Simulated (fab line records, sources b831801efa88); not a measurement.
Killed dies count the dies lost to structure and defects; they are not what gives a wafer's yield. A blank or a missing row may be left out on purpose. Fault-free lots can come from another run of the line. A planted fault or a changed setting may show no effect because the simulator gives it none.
The tool behind it: which one? || flow sfq_line || 15 lots with 43 wafers sampled at 5 steps, on a route of 325 steps

## WHAT EACH GAUGE READ, for each wafer
SFQ_M1_RS_MEAS_909: measures by four-point-probe.
{"lot": "L821", "measured": "day 13 19:14", "on": "film_metro-04", "M1_NB_RS (ohm/sq)": "0.894 0.908 0.921"}
{"lot": "L823", "measured": "day 16 14:28", "on": "film_metro-03", "M1_NB_RS (ohm/sq)": "0.875 0.894 0.900"}
{"lot": "L825", "measured": "day 17 14:35", "on": "film_metro-03", "M1_NB_RS (ohm/sq)": "0.896 0.896 0.892"}
{"lot": "L826", "measured": "day 17 23:06", "on": "film_metro-01", "M1_NB_RS (ohm/sq)": "0.897 0.892 0.896"}
{"lot": "L827", "measured": "day 18 00:12", "on": "film_metro-03", "M1_NB_RS (ohm/sq)": "0.889 0.914 0.884"}
{"lot": "L828", "measured": "day 18 02:34", "on": "film_metro-04", "M1_NB_RS (ohm/sq)": "0.889 0.621 0.628"}
{"lot": "L830", "measured": "day 18 09:45", "on": "film_metro-03", "M1_NB_RS (ohm/sq)": "0.903 0.635"}
{"lot": "L831", "measured": "day 18 10:57", "on": "film_metro-01", "M1_NB_RS (ohm/sq)": "0.899 0.919 0.893"}
{"lot": "L832", "measured": "day 18 14:33", "on": "film_metro-04", "M1_NB_RS (ohm/sq)": "0.881 0.899 0.903"}
{"lot": "L835", "measured": "day 18 21:45", "on": "film_metro-01", "M1_NB_RS (ohm/sq)": "0.874 0.891 0.891"}
{"lot": "L836", "measured": "day 18 23:01", "on": "film_metro-01", "M1_NB_RS (ohm/sq)": "0.877 0.624"}
{"lot": "L837", "measured": "day 19 03:51", "on": "film_metro-04", "M1_NB_RS (ohm/sq)": "0.903 0.907 0.908"}
{"lot": "L838", "measured": "day 19 04:57", "on": "film_metro-01", "M1_NB_RS (ohm/sq)": "0.876 0.890 0.880"}
{"lot": "L841", "measured": "day 19 10:58", "on": "film_metro-01", "M1_NB_RS (ohm/sq)": "0.909 0.895 0.899"}
{"lot": "L842", "measured": "day 19 18:09", "on": "film_metro-03", "M1_NB_RS (ohm/sq)": "0.901 0.896 0.895"}

SFQ_I3_OVL_MEAS_923.
{"lot": "L821", "measured": "day 36 09:03", "on": "overlay-01", "I3_OVL (nm)": "13 13 18"}
{"lot": "L823", "measured": "day 36 16:16", "on": "overlay-01", "I3_OVL (nm)": "8 5 9"}
{"lot": "L825", "measured": "day 37 12:39", "on": "overlay-01", "I3_OVL (nm)": "14 10 9"}
{"lot": "L826", "measured": "day 38 04:16", "on": "overlay-02", "I3_OVL (nm)": "8 13 9"}
{"lot": "L827", "measured": "day 38 09:04", "on": "overlay-02", "I3_OVL (nm)": "-3 -4 -6"}
{"lot": "L828", "measured": "day 38 11:11", "on": "overlay-01", "I3_OVL (nm)": "-4 2 -5"}
{"lot": "L830", "measured": "day 39 11:22", "on": "overlay-02", "I3_OVL (nm)": "10 6"}
{"lot": "L831", "measured": "day 39 15:43", "on": "overlay-01", "I3_OVL (nm)": "0 -3 0"}
{"lot": "L832", "measured": "day 39 18:07", "on": "overlay-01", "I3_OVL (nm)": "6 5 5"}
{"lot": "L835", "measured": "day 44 20:34", "on": "overlay-01", "I3_OVL (nm)": "-4 -3 -2"}
{"lot": "L836", "measured": "day 45 02:35", "on": "overlay-02", "I3_OVL (nm)": "2 -6"}
{"lot": "L837", "measured": "day 45 04:28", "on": "overlay-02", "I3_OVL (nm)": "10 16 16"}
{"lot": "L838", "measured": "day 45 05:39", "on": "overlay-02", "I3_OVL (nm)": "5 6 1"}
{"lot": "L841", "measured": "day 45 11:35", "on": "overlay-01", "I3_OVL (nm)": "-2 -4 -4"}
{"lot": "L842", "measured": "day 45 18:59", "on": "overlay-02", "I3_OVL (nm)": "4 1 8"}

## WHICH TOOL RAN EACH LOT (tool, then ch and the chambers of the sampled wafers, then the start)
{"lot": "L821", "SFQ_TRILAYER_M1_DEP_SPUTTER_037": "pvd_sputter-05, day 13 19:08", "SFQ_TRILAYER_M1_ETCH_METAL_ETCH_042": "rie_metal-02 ch 1, day 16 19:25", "SFQ_TRILAYER_I1_DEP_PECVD_045": "pecvd-02 ch 0,1,2, day 16 21:00"}
{"lot": "L823", "SFQ_TRILAYER_M1_DEP_SPUTTER_037": "pvd_sputter-04, day 16 14:20", "SFQ_TRILAYER_M1_ETCH_METAL_ETCH_042": "rie_metal-03 ch 0,1, day 16 22:58", "SFQ_TRILAYER_I1_DEP_PECVD_045": "pecvd-01 ch 0,2, day 16 23:50"}
{"lot": "L825", "SFQ_TRILAYER_M1_DEP_SPUTTER_037": "pvd_sputter-06, day 17 14:28", "SFQ_TRILAYER_M1_ETCH_METAL_ETCH_042": "rie_metal-01 ch 0, day 17 17:13", "SFQ_TRILAYER_I1_DEP_PECVD_045": "pecvd-01 ch 0,2, day 17 18:07"}
{"lot": "L826", "SFQ_TRILAYER_M1_DEP_SPUTTER_037": "pvd_sputter-06, day 17 22:56", "SFQ_TRILAYER_M1_ETCH_METAL_ETCH_042": "rie_metal-02 ch 0,1, day 18 01:36", "SFQ_TRILAYER_I1_DEP_PECVD_045": "pecvd-03 ch 0,1,2, day 18 02:30"}
{"lot": "L827", "SFQ_TRILAYER_M1_DEP_SPUTTER_037": "pvd_sputter-04, day 18 00:04", "SFQ_TRILAYER_M1_ETCH_METAL_ETCH_042": "rie_metal-03 ch 0,1, day 18 02:48", "SFQ_TRILAYER_I1_DEP_PECVD_045": "pecvd-02 ch 0,1,2, day 18 03:40"}
{"lot": "L828", "SFQ_TRILAYER_M1_DEP_SPUTTER_037": "pvd_sputter-06, day 18 02:28", "SFQ_TRILAYER_M1_ETCH_METAL_ETCH_042": "rie_metal-03 ch 0,1, day 18 05:44", "SFQ_TRILAYER_I1_DEP_PECVD_045": "pecvd-03 ch 0,1,2, day 18 06:38"}
{"lot": "L830", "SFQ_TRILAYER_M1_DEP_SPUTTER_037": "pvd_sputter-06, day 18 09:40", "SFQ_TRILAYER_M1_ETCH_METAL_ETCH_042": "rie_metal-01 ch 1, day 18 12:53", "SFQ_TRILAYER_I1_DEP_PECVD_045": "pecvd-01 ch 1,2, day 18 13:47"}
{"lot": "L831", "SFQ_TRILAYER_M1_DEP_SPUTTER_037": "pvd_sputter-04, day 18 10:52", "SFQ_TRILAYER_M1_ETCH_METAL_ETCH_042": "rie_metal-03 ch 0,1, day 18 14:05", "SFQ_TRILAYER_I1_DEP_PECVD_045": "pecvd-03 ch 1,2, day 18 14:59"}
{"lot": "L832", "SFQ_TRILAYER_M1_DEP_SPUTTER_037": "pvd_sputter-05, day 18 14:28", "SFQ_TRILAYER_M1_ETCH_METAL_ETCH_042": "rie_metal-02 ch 1, day 18 17:05", "SFQ_TRILAYER_I1_DEP_PECVD_045": "pecvd-02 ch 1,2, day 18 17:59"}
{"lot": "L835", "SFQ_TRILAYER_M1_DEP_SPUTTER_037": "pvd_sputter-05, day 18 21:40", "SFQ_TRILAYER_M1_ETCH_METAL_ETCH_042": "rie_metal-01 ch 0,1, day 19 00:42", "SFQ_TRILAYER_I1_DEP_PECVD_045": "pecvd-03 ch 1,2, day 19 01:36"}
{"lot": "L836", "SFQ_TRILAYER_M1_DEP_SPUTTER_037": "pvd_sputter-06, day 18 22:52", "SFQ_TRILAYER_M1_ETCH_METAL_ETCH_042": "rie_metal-02 ch 0, day 19 01:56", "SFQ_TRILAYER_I1_DEP_PECVD_045": "pecvd-02 ch 1,2, day 19 02:50"}
{"lot": "L837", "SFQ_TRILAYER_M1_DEP_SPUTTER_037": "pvd_sputter-04, day 19 03:44", "SFQ_TRILAYER_M1_ETCH_METAL_ETCH_042": "rie_metal-02 ch 1, day 19 06:27", "SFQ_TRILAYER_I1_DEP_PECVD_045": "pecvd-01 ch 1,2, day 19 08:02"}
{"lot": "L838", "SFQ_TRILAYER_M1_DEP_SPUTTER_037": "pvd_sputter-05, day 19 04:52", "SFQ_TRILAYER_M1_ETCH_METAL_ETCH_042": "rie_metal-02 ch 1, day 19 08:49", "SFQ_TRILAYER_I1_DEP_PECVD_045": "pecvd-03 ch 0,1, day 19 10:26"}
{"lot": "L841", "SFQ_TRILAYER_M1_DEP_SPUTTER_037": "pvd_sputter-04, day 19 10:52", "SFQ_TRILAYER_M1_ETCH_METAL_ETCH_042": "rie_metal-01 ch 1, day 19 13:33", "SFQ_TRILAYER_I1_DEP_PECVD_045": "pecvd-02 ch 0,1,2, day 19 14:27"}
{"lot": "L842", "SFQ_TRILAYER_M1_DEP_SPUTTER_037": "pvd_sputter-05, day 19 18:04", "SFQ_TRILAYER_M1_ETCH_METAL_ETCH_042": "rie_metal-03 ch 0,1, day 19 20:41", "SFQ_TRILAYER_I1_DEP_PECVD_045": "pecvd-03 ch 0,1,2, day 19 21:35"}
- SFQ_TRILAYER_M1_DEP_SPUTTER_037: material Nb, target thk 200 nm, time 133.3 s.
- SFQ_TRILAYER_M1_ETCH_METAL_ETCH_042: etches Nb in Cl2/Ar, stops on SiO2, target depth 240 nm, time 120 s.
- SFQ_TRILAYER_I1_DEP_PECVD_045: deposits SiO2 from SiH4/N2O, time 111.11 s, target thk 500 nm.

## WHAT THE TOOLS THEMSELVES READ (means of the sampled wafers that have a number; where no wafer has one, the mark that the record gives instead)
SFQ_TRILAYER_M1_DEP_SPUTTER_037.
{"lot": "L821", "tool": "pvd_sputter-05", "throttle_valve_pct (%)": 30.6}
{"lot": "L823", "tool": "pvd_sputter-04", "throttle_valve_pct (%)": 31.5}
{"lot": "L825", "tool": "pvd_sputter-06", "throttle_valve_pct (%)": 29.6}
{"lot": "L826", "tool": "pvd_sputter-06", "throttle_valve_pct (%)": 28.9}
{"lot": "L827", "tool": "pvd_sputter-04", "throttle_valve_pct (%)": 31.5}
{"lot": "L828", "tool": "pvd_sputter-06", "throttle_valve_pct (%)": 29.8}
{"lot": "L830", "tool": "pvd_sputter-06", "throttle_valve_pct (%)": 28.8}
{"lot": "L831", "tool": "pvd_sputter-04", "throttle_valve_pct (%)": 30.9}
{"lot": "L832", "tool": "pvd_sputter-05", "throttle_valve_pct (%)": 29.6}
{"lot": "L835", "tool": "pvd_sputter-05", "throttle_valve_pct (%)": 29.4}
{"lot": "L836", "tool": "pvd_sputter-06", "throttle_valve_pct (%)": 30.0}
{"lot": "L837", "tool": "pvd_sputter-04", "throttle_valve_pct (%)": 30.7}
{"lot": "L838", "tool": "pvd_sputter-05", "throttle_valve_pct (%)": 31.1}
{"lot": "L841", "tool": "pvd_sputter-04", "throttle_valve_pct (%)": 31.0}
{"lot": "L842", "tool": "pvd_sputter-05", "throttle_valve_pct (%)": 30.8}

SFQ_TRILAYER_M1_ETCH_METAL_ETCH_042.
{"lot": "L821", "tool": "rie_metal-02", "drypump_motor_current_A (A)": 5.2, "oes_product_au (a.u.)": 0.882}
{"lot": "L823", "tool": "rie_metal-03", "drypump_motor_current_A (A)": 6.0, "oes_product_au (a.u.)": 0.893}
{"lot": "L825", "tool": "rie_metal-01", "drypump_motor_current_A (A)": 5.8, "oes_product_au (a.u.)": 0.890}
{"lot": "L826", "tool": "rie_metal-02", "drypump_motor_current_A (A)": 5.6, "oes_product_au (a.u.)": 0.891}
{"lot": "L827", "tool": "rie_metal-03", "drypump_motor_current_A (A)": 5.8, "oes_product_au (a.u.)": 0.892}
{"lot": "L828", "tool": "rie_metal-03", "drypump_motor_current_A (A)": 5.8, "oes_product_au (a.u.)": 0.970}
{"lot": "L830", "tool": "rie_metal-01", "drypump_motor_current_A (A)": 5.8, "oes_product_au (a.u.)": 0.944}
{"lot": "L831", "tool": "rie_metal-03", "drypump_motor_current_A (A)": 5.8, "oes_product_au (a.u.)": 0.884}
{"lot": "L832", "tool": "rie_metal-02", "drypump_motor_current_A (A)": 5.2, "oes_product_au (a.u.)": 0.890}
{"lot": "L835", "tool": "rie_metal-01", "drypump_motor_current_A (A)": 5.7, "oes_product_au (a.u.)": 0.895}
{"lot": "L836", "tool": "rie_metal-02", "drypump_motor_current_A (A)": 6.5, "oes_product_au (a.u.)": 0.954}
{"lot": "L837", "tool": "rie_metal-02", "drypump_motor_current_A (A)": 5.2, "oes_product_au (a.u.)": 0.885}
{"lot": "L838", "tool": "rie_metal-02", "drypump_motor_current_A (A)": 5.2, "oes_product_au (a.u.)": 0.901}
{"lot": "L841", "tool": "rie_metal-01", "drypump_motor_current_A (A)": 5.7, "oes_product_au (a.u.)": 0.889}
{"lot": "L842", "tool": "rie_metal-03", "drypump_motor_current_A (A)": 6.0, "oes_product_au (a.u.)": 0.890}

SFQ_TRILAYER_I1_DEP_PECVD_045.
{"lot": "L821", "tool": "pecvd-02", "heater_power_w (W)": 80, "throttle_valve_pct (%)": 25.9}
{"lot": "L823", "tool": "pecvd-01", "heater_power_w (W)": 84, "throttle_valve_pct (%)": 23.7}
{"lot": "L825", "tool": "pecvd-01", "heater_power_w (W)": 83, "throttle_valve_pct (%)": 23.9}
{"lot": "L826", "tool": "pecvd-03", "heater_power_w (W)": 86, "throttle_valve_pct (%)": 27.3}
{"lot": "L827", "tool": "pecvd-02", "heater_power_w (W)": 73, "throttle_valve_pct (%)": 26.1}
{"lot": "L828", "tool": "pecvd-03", "heater_power_w (W)": 86, "throttle_valve_pct (%)": 27.3}
{"lot": "L830", "tool": "pecvd-01", "heater_power_w (W)": 84, "throttle_valve_pct (%)": 23.5}
{"lot": "L831", "tool": "pecvd-03", "heater_power_w (W)": 82, "throttle_valve_pct (%)": 25.2}
{"lot": "L832", "tool": "pecvd-02", "heater_power_w (W)": 73, "throttle_valve_pct (%)": 26.5}
{"lot": "L835", "tool": "pecvd-03", "heater_power_w (W)": 85, "throttle_valve_pct (%)": 25.3}
{"lot": "L836", "tool": "pecvd-02", "heater_power_w (W)": 78, "throttle_valve_pct (%)": 26.3}
{"lot": "L837", "tool": "pecvd-01", "heater_power_w (W)": 86, "throttle_valve_pct (%)": 23.6}
{"lot": "L838", "tool": "pecvd-03", "heater_power_w (W)": 85, "throttle_valve_pct (%)": 26.2}
{"lot": "L841", "tool": "pecvd-02", "heater_power_w (W)": 74, "throttle_valve_pct (%)": 26.1}
{"lot": "L842", "tool": "pecvd-03", "heater_power_w (W)": 78, "throttle_valve_pct (%)": 27.3}

## THE ANSWER, worked out from the rows above alone
Rule: what is usual is taken from the lots themselves. Put in order of their means at a reading, lots are off if they are a third of the lots or fewer, leave a main group of 4 or more, and stand apart from it by a gap of 3 or more times the standard deviation of the main group's means; of several such gaps the widest counts. The tables above print the reading to a certain number of digits; a main group whose means all agree to those digits is not used. Also off: a lot with no number at a reading for which 4 or more lots have one. The other lots that the step has rows for count as sound. First the gauges in route order, then the tools' own readings, where a lot's mean is used as printed above. At the first step where some lot is off, the reading lying furthest off is the one used; lots without a number count as furthest.
Off: L828, L830, L836, seen at SFQ_M1_RS_MEAS_909 (M1_NB_RS). The main group has a mean of 0.896 ohm/sq with a standard deviation of 0.0075.
A tool fits if, at a process step before that reading, it ran every lot that is off, and no sound lot after the first of them. Not tried: the gauges at SFQ_M1_RS_MEAS_909; whatever is off there is also off at SFQ_TRILAYER_M1_ETCH_METAL_ETCH_042, on other tools, and gauge error can't account for it. One fits: SFQ_TRILAYER_M1_DEP_SPUTTER_037 on pvd_sputter-06. Its last sound lot is L826 (day 17 22:56), its first lot that is off L828 (day 18 02:28): a fault that began between those two fits.

## WHAT THE SIMULATOR PUT IN
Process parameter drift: pvd_sputter-06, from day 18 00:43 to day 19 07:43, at SFQ_TRILAYER_M1_DEP_SPUTTER_037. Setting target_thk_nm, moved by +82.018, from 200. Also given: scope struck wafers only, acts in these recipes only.
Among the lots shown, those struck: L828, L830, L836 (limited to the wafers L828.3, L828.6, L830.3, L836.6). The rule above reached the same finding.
